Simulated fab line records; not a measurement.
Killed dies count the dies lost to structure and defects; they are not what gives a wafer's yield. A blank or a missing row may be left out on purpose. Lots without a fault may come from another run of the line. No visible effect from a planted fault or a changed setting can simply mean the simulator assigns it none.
Split-lot trial	flow gf180mcu	on a route of 602 steps: 5 lots, 23 wafers read

## ON THE SPLIT
At GF_VT_IMPLANT_IMPLANT_30, the setting energy_kev was moved away from the recipe's 25 on 6 of the 23 wafers read, by -3.4% to +8.5%. All remaining wafers had this setting at the recipe value.

The split's own step is where the reading is taken.

## THE READING
implant.drp_nm (the simulator's own value, which no gauge read), in nm, at GF_VT_IMPLANT_IMPLANT_30. The file does not state a usual value for it.

wafer	tool, chamber at the split	energy_kev as run	against the recipe	implant.drp_nm, nm	against lot-mates on the recipe
L075.1	implanter-04, 0	25	recipe	35.62	-
L075.2	implanter-04, 0	25	recipe	35.62	-
L075.4	implanter-04, 0	25	recipe	35.62	-
L075.5	implanter-04, 0	25	recipe	35.62	-
L075.6	implanter-04, 0	25	recipe	35.62	-
L078.2	implanter-03, 0	25	recipe	35.62	-
L078.4	implanter-03, 0	25	recipe	35.62	-
L078.6	implanter-03, 0	25	recipe	35.62	-
L077.1	implanter-04, 0	25	recipe	35.62	-
L077.2	implanter-04, 0	25	recipe	35.62	-
L077.3	implanter-04, 0	25	recipe	35.62	-
L077.4	implanter-04, 0	25	recipe	35.62	-
L077.6	implanter-04, 0	25	recipe	35.62	-
L081.2	implanter-03, 0	25	recipe	35.62	-
L081.6	implanter-03, 0	25	recipe	35.62	-
L081.3	implanter-03, 0	24.14	-3.4%	34.19	-1.43
L081.4	implanter-03, 0	24.14	-3.4%	34.19	-1.43
L081.5	implanter-03, 0	24.14	-3.4%	34.19	-1.43
L082.1	implanter-03, 0	27.13	+8.5%	39.1	+3.48
L082.2	implanter-03, 0	27.13	+8.5%	39.1	+3.48
L082.5	implanter-03, 0	27.13	+8.5%	39.1	+3.48
L082.3	implanter-03, 0	25	recipe	35.62	-
L082.6	implanter-03, 0	25	recipe	35.62	-

THE FIT
A straight line over all 23 wafers: implant.drp_nm changes by +0.41 nm for each +1% of energy_kev; r = +1.00; the points scatter about the line by 0.0077 nm.
The same after taking each lot's own level away (the mean of its wafers on the recipe; 23 wafers): +0.41 nm for each +1%; r = +1.00; scatter 0.0077 nm.
On that fit, the largest move of energy_kev shifts the reading by 3.5 nm.
The lots' own levels span 35.620 to 35.620 nm.
The two slopes agree, so the slope changes little with the lot-to-lot level.
Check: with one of the wafers moved furthest among these (+8.5%) left out of the fit, the line predicts +3.49 nm for it against its lot-mates. Against them it came out at +3.48 nm.

## THESE WAFERS: OTHER SPLITS
Note: prior to the reading, these wafers also went through further splits. Each is held against what the fit with the lots' levels taken away leaves over:
other split on the same wafers	wafers away from the commonest value	r with implant.drp_nm (lot level and that fit taken away)
GF_STI_OXIDATION_01 ox_time_s	15	-0.25
GF_STI_PEB_10 peb_time_s	9	+0.10
GF_STI_WET_ETCH_26 temp_c	18	-0.17
GF_DNWELL_STRIP_08 platen_temp_c	4	-0.13
GF_NWELL_IMPLANT_08 dose_cm2	5	-0.34
GF_NWELL_IMPLANT_09 dose_cm2	6	-0.19
GF_LVPWELL_IMPLANT_09 energy_kev	12	-0.29
GF_MVSD_STRIP_10 power_w	6	+0.07
GF_MVPSD_IMPLANT_08 dose_cm2	7	-0.18

## THE WHOLE CHAIN: every reading that the file lists as answering this split, in the file's order
step	what it does	reading	change (the file's fit)	r (the file's)
GF_VT_IMPLANT_IMPLANT_30		implant.rp_nm (the simulator's own value, which no gauge read)	+0.809 nm for each +1% of the setting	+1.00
GF_VT_IMPLANT_IMPLANT_30		implant.drp_nm (the simulator's own value, which no gauge read)	+0.41 nm for each +1% of the setting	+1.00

## FILE'S OWN FIT
implant.drp_nm changes by +0.41 nm for each +1% of energy_kev, r = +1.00.
